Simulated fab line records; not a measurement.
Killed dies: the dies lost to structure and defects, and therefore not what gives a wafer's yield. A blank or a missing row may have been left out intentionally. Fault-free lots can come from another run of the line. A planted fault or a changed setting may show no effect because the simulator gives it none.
Commonality check across tools | flow sky130 | Sample size 13 lots and 39 wafers

## REASON IT WAS OPENED
At SKY_VT_ADJUST_LVTN_TW_MEAS_21 the reading VT_ADJUST_LVTN_2_TW is flagged on 1 of 13 lots. Fault-free wafers read 189.2, with a standard deviation of 0.97.
Rule: a lot gets a flag if all its wafers with a number sit over 4 standard deviations from that mean, or if no wafer of it has a number. The other lots count as sound.

lot  | measured     | on            | VT_ADJUST_LVTN_2_TW, wafer by wafer | flag
L159 | day 7 23:00  | film_metro-03 | 188.8 188.2 188.3                   |
L162 | day 9 08:17  | film_metro-04 | 189.2 188.6 189.2                   |
L163 | day 9 13:20  | film_metro-03 | 188.9 189.4 189.6                   |
L164 | day 9 15:20  | film_metro-04 | 188.1 187.5 188.3                   |
L165 | day 9 22:32  | film_metro-01 | 187.8 188.8 188.6                   |
L166 | day 10 04:41 | film_metro-03 | 189.8 190.1 189.3                   |
L167 | day 10 15:41 | film_metro-04 | 191.1 191.0 191.9                   |
L169 | day 10 19:43 | film_metro-03 | 30.3 30.1 30.1                      | FLAGGED
L170 | day 11 08:07 | film_metro-01 | 188.7 187.7 188.5                   |
L172 | day 11 22:20 | film_metro-04 | 190.4 189.9 188.6                   |
L173 | day 12 04:00 | film_metro-03 | 191.1 189.6 190.8                   |
L180 | day 14 04:57 | film_metro-03 | 188.8 189.4 189.7                   |
L181 | day 14 09:28 | film_metro-03 | 188.9 189.1 189.3                   |
Flagged lots average 30.2: -159.0 relative to the usual, that is -99 or more standard deviations.

## WHICH TOOL RAN EACH LOT
2 process steps preceding the reading are held in the record, out of 708 steps in the route. Every cell lists first the tool, next ch and the chambers used by the sampled wafers, and last the start.
lot  | flag    | SKY_VT_ADJUST_LVTN_STRIP_09          | SKY_VT_ADJUST_LVTN_STRIP_20
L159 |         | plasma_asher-01 ch 0,1, day 7 02:28  | plasma_asher-02 ch 0,1, day 7 22:55
L162 |         | plasma_asher-02 ch 0,1, day 8 10:56  | plasma_asher-02 ch 0,1, day 9 08:11
L163 |         | plasma_asher-01 ch 0,1, day 8 15:14  | plasma_asher-04 ch 0,1, day 9 13:14
L164 |         | plasma_asher-04 ch 0,1, day 8 16:50  | plasma_asher-02 ch 0,1, day 9 15:14
L165 |         | plasma_asher-04 ch 0, day 9 00:05    | plasma_asher-02 ch 0,1, day 9 22:26
L166 |         | plasma_asher-02 ch 0,1, day 9 05:20  | plasma_asher-04 ch 0,1, day 10 04:35
L167 |         | plasma_asher-01 ch 0, day 9 16:50    | plasma_asher-04 ch 0,1, day 10 15:35
L169 | FLAGGED | plasma_asher-01 ch 0,1, day 9 20:35  | plasma_asher-02 ch 0,1, day 10 19:38
L170 |         | plasma_asher-04 ch 0,1, day 10 08:34 | plasma_asher-01 ch 0,1, day 11 08:01
L172 |         | plasma_asher-02 ch 0,1, day 10 22:59 | plasma_asher-02 ch 0,1, day 11 22:14
L173 |         | plasma_asher-04 ch 0,1, day 11 03:59 | plasma_asher-04 ch 0,1, day 12 03:53
L180 |         | plasma_asher-04 ch 0,1, day 13 04:19 | plasma_asher-02 ch 0,1, day 14 04:52
L181 |         | plasma_asher-02 ch 0,1, day 13 07:52 | plasma_asher-02 ch 0,1, day 14 09:23
What the steps here do:
- SKY_VT_ADJUST_LVTN_STRIP_09: strips in O2/N2.
- SKY_VT_ADJUST_LVTN_STRIP_20: strips in O2/N2.
- SKY_VT_ADJUST_LVTN_TW_MEAS_21

## FLAGGED OVER TOTAL, TOOL BY TOOL (the gauges that took the reading come last)
step                          | tool            | lots run | flagged | share of the flagged lots | sound lots run after its first flagged lot
SKY_VT_ADJUST_LVTN_STRIP_09   | plasma_asher-01 | 4        | 1       | all                       | 0
SKY_VT_ADJUST_LVTN_STRIP_09   | plasma_asher-02 | 4        | 0       | none                      | -
SKY_VT_ADJUST_LVTN_STRIP_09   | plasma_asher-04 | 5        | 0       | none                      | -
SKY_VT_ADJUST_LVTN_STRIP_20   | plasma_asher-01 | 1        | 0       | none                      | -
SKY_VT_ADJUST_LVTN_STRIP_20   | plasma_asher-02 | 8        | 1       | all                       | 3 (L172,L180,L181)
SKY_VT_ADJUST_LVTN_STRIP_20   | plasma_asher-04 | 4        | 0       | none                      | -
SKY_VT_ADJUST_LVTN_TW_MEAS_21 | film_metro-01   | 2        | 0       | none                      | -
SKY_VT_ADJUST_LVTN_TW_MEAS_21 | film_metro-03   | 7        | 1       | all                       | 3 (L173,L180,L181)
SKY_VT_ADJUST_LVTN_TW_MEAS_21 | film_metro-04   | 4        | 0       | none                      | -

## WHAT THE TABLE ALLOWS
All flagged lots were run by 3 table rows, namely plasma_asher-01 at SKY_VT_ADJUST_LVTN_STRIP_09, plasma_asher-02 at SKY_VT_ADJUST_LVTN_STRIP_20, film_metro-03 at SKY_VT_ADJUST_LVTN_TW_MEAS_21.
- plasma_asher-01 at SKY_VT_ADJUST_LVTN_STRIP_09 ran 4 lots, 1 of them flagged. It ran its last sound lot, L167, at day 9 16:50 and its first flagged lot, L169, at day 9 20:35: a fault with its onset between the two fits. Its own readings (oes_product_au) fall more than 4 standard deviations out on all wafers of the flagged lots.
- plasma_asher-02 at SKY_VT_ADJUST_LVTN_STRIP_20 ran 8 lots, 1 of them flagged. After the first flagged lot (L172, L180, L181), sound lots still ran on it; a lasting fault on the whole tool would not permit that. Its own readings (strip_time_to_endpoint_s) fall more than 4 standard deviations out on all wafers of the flagged lots.
- film_metro-03 at SKY_VT_ADJUST_LVTN_TW_MEAS_21 ran 7 lots, 1 of them flagged. After the first flagged lot (L173, L180, L181), sound lots still ran on it; a lasting fault on the whole tool would not permit that.
What remains is a single tool, plasma_asher-01 at SKY_VT_ADJUST_LVTN_STRIP_09.

## WHAT WAS PUT IN BY THE SIMULATOR
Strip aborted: plasma_asher-01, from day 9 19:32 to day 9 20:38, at SKY_VT_ADJUST_LVTN_STRIP_09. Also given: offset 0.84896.
Lots struck among those shown: L169. The rule above found the same.
